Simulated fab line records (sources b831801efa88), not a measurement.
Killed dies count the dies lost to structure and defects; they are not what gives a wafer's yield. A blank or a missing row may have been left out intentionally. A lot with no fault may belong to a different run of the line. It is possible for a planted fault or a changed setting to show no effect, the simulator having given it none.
Which tool did it?    flow gf180mcu    Sampling: 14 lots, 42 wafers, 5 of 602 route steps

## WHAT EACH GAUGE READ, for each wafer
GF_HV_LDD_CD_MEAS_07: target cd 400 nm. Usual: cd-nm 399.5 nm, standard deviation 2.
lot   measured      on         cd-nm (nm)         flag
L667  day 10 05:04  cd-sem-01  394.2 397.5 397.1  
L668  day 10 05:39  cd-sem-02  397.6 400.8 399.6  
L669  day 10 10:33  cd-sem-02  398.4 398.6 401.1  
L670  day 10 15:08  cd-sem-02  393.6 393.7 395.7  
L671  day 10 21:25  cd-sem-02  401.0 401.9 400.9  
L672  day 11 10:43  cd-sem-02  399.7 396.2 398.6  
L673  day 11 19:09  cd-sem-02  398.2 398.8 401.6  
L674  day 12 06:53  cd-sem-01  399.0 397.3 399.4  
L675  day 12 18:37  cd-sem-02  398.8 397.7 398.1  
L677  day 13 06:37  cd-sem-02  402.3 400.2 403.7  
L679  day 14 01:20  cd-sem-01  399.8 402.8 401.3  
L680  day 14 12:06  cd-sem-02  401.0 403.1 401.9  
L689  day 16 21:25  cd-sem-02  401.1 400.6 398.4  
L690  day 17 04:39  cd-sem-01  400.5 400.7 401.6  

GF_HV_LDD_TW_MEAS_23. Usual: HV_LDD_2_TW gives 1048 (standard deviation 11).
lot   measured      on             HV_LDD_2_TW     flag
L667  day 10 23:56  film-metro-01  1048 1048 1046  
L668  day 11 00:13  film-metro-02  1050 1042 1044  
L669  day 11 06:04  film-metro-03  1067 1064 1065  
L670  day 11 10:31  film-metro-03  1071 1064 1064  
L671  day 11 16:46  film-metro-02  1037 1045 1042  
L672  day 12 06:37  film-metro-02  1038 1029 1043  
L673  day 12 14:38  film-metro-01  1041 1045 1044  
L674  day 13 02:07  film-metro-02  1036 1038 1033  
L675  day 13 14:40  film-metro-02  1032 1033 1038  
L677  day 14 03:43  film-metro-02  1032 1042 1036  
L679  day 14 21:56  film-metro-03  1067 1067 1068  
L680  day 15 09:07  film-metro-01  1047 1046 1044  
L689  day 17 20:58  film-metro-02  1046 1044 1044  
L690  day 18 04:55  film-metro-02  1040 1038 1034  

GF_HV_LDD_CD_MEAS_31: target cd 400 nm. Usual: cd-nm 397.8 nm, standard deviation 2.2.
lot   measured      on         cd-nm (nm)         flag
L667  day 11 17:43  cd-sem-01  399.7 401.1 400.7  
L668  day 11 18:39  cd-sem-02  395.3 396.5 395.6  
L669  day 12 00:37  cd-sem-02  396.6 397.3 397.6  
L670  day 12 05:05  cd-sem-02  397.6 399.3 398.8  
L671  day 12 11:30  cd-sem-01  397.9 398.7 398.2  
L672  day 13 01:06  cd-sem-01  394.4 393.9 396.2  
L673  day 13 10:30  cd-sem-02  399.4 399.7 398.6  
L674  day 13 22:28  cd-sem-02  399.7 402.1 400.6  
L675  day 14 11:10  cd-sem-02  400.4 398.7 399.6  
L677  day 15 00:24  cd-sem-02  392.5 395.6 395.6  
L679  day 15 19:11  cd-sem-01  396.3 397.8 396.5  
L680  day 16 07:12  cd-sem-01  398.3 396.5 397.1  
L689  day 18 20:34  cd-sem-02  398.7 398.1 399.7  
L690  day 19 04:39  cd-sem-01  395.6 396.1 395.6  

GF_HV_LDD_TW_MEAS_50. Usual: HV_LDD_4_TW gives 569 (standard deviation 5.3).
lot   measured      on             HV_LDD_4_TW  flag
L667  day 12 13:20  film-metro-02  558 562 560  
L668  day 12 14:34  film-metro-03  574 573 571  
L669  day 12 20:40  film-metro-02  558 562 561  
L670  day 13 03:58  film-metro-01  564 567 565  
L671  day 13 07:58  film-metro-01  564 567 568  
L672  day 13 22:28  film-metro-01  566 568 568  
L673  day 14 08:05  film-metro-03  572 573 576  
L674  day 14 20:43  film-metro-01  567 565 562  
L675  day 15 08:37  film-metro-03  573 575 572  
L677  day 15 22:37  film-metro-01  562 562 560  
L679  day 16 18:44  film-metro-02  30 30 30     OFF
L680  day 17 06:52  film-metro-03  30 30 30     OFF
L689  day 19 22:10  film-metro-03  575 578 575  
L690  day 20 11:31  film-metro-03  573 575 571  

## WHICH TOOL RAN EACH LOT (tool, then ch and the chambers of the sampled wafers, then the start)
lot   GF_HV_LDD_IMPLANT_48
L667  implanter-02 ch 0, day 12 13:08
L668  implanter-03 ch 0, day 12 14:19
L669  implanter-02 ch 0, day 12 20:25
L670  implanter-03 ch 0, day 13 03:44
L671  implanter-03 ch 0, day 13 07:43
L672  implanter-03 ch 0, day 13 22:13
L673  implanter-02 ch 0, day 14 07:52
L674  implanter-01 ch 0, day 14 20:29
L675  implanter-03 ch 0, day 15 08:23
L677  implanter-03 ch 0, day 15 22:22
L679  implanter-01, day 16 18:31
L680  implanter-02, day 17 06:37
L689  implanter-03 ch 0, day 19 21:56
L690  implanter-02 ch 0, day 20 11:16
- GF_HV_LDD_IMPLANT_48

## WHAT THE TOOLS THEMSELVES READ (means of the sampled wafers that have a number; where no wafer has one, the mark that the record gives instead)
GF_HV_LDD_IMPLANT_48. Usual: beam-energy-keV 25.000, standard deviation 0.0084; beam-on-s 10.02 s, standard deviation 0.19.
lot   tool          beam-energy-keV  beam-on-s (s)  flag
L667  implanter-02  25.000           10.02          
L668  implanter-03  24.998           10.03          
L669  implanter-02  24.989           10.13          
L670  implanter-03  25.017           10.17          
L671  implanter-03  24.998           10.11          
L672  implanter-03  25.002           10.15          
L673  implanter-02  25.008           9.80           
L674  implanter-01  24.994           10.06          
L675  implanter-03  25.000           10.13          
L677  implanter-03  24.998           9.98           
L679  implanter-01  -                -              OFF
L680  implanter-02  -                -              OFF
L689  implanter-03  24.998           9.79           
L690  implanter-02  24.987           9.93           

## THE ANSWER, worked out from the rows above alone
Rule: a lot is off if the mean of its wafers that have a number lies more than 3 standard deviations from the usual mean. Also off: a lot with no number at a reading for which 4 or more lots have one. All remaining lots with rows at the step are treated as sound. The gauges are gone through in route order, then the tools' own readings, and for those a lot's mean is taken as printed above. At the first step where some lot is off, the reading lying furthest off is the one used; lots without a number count as furthest.
Off: L679, L680, seen at GF_HV_LDD_TW_MEAS_50 (HV_LDD_4_TW).
If a tool, at a process step before that reading, ran all the lots that are off and no sound lot after the first of them, it fits. Not tried: the gauges at GF_HV_LDD_TW_MEAS_50; whatever is off there is also off at GF_HV_LDD_IMPLANT_48, on other tools, and gauge error can't account for it. Not one of the candidates tried fits.

## WHAT THE SIMULATOR HAD PUT IN
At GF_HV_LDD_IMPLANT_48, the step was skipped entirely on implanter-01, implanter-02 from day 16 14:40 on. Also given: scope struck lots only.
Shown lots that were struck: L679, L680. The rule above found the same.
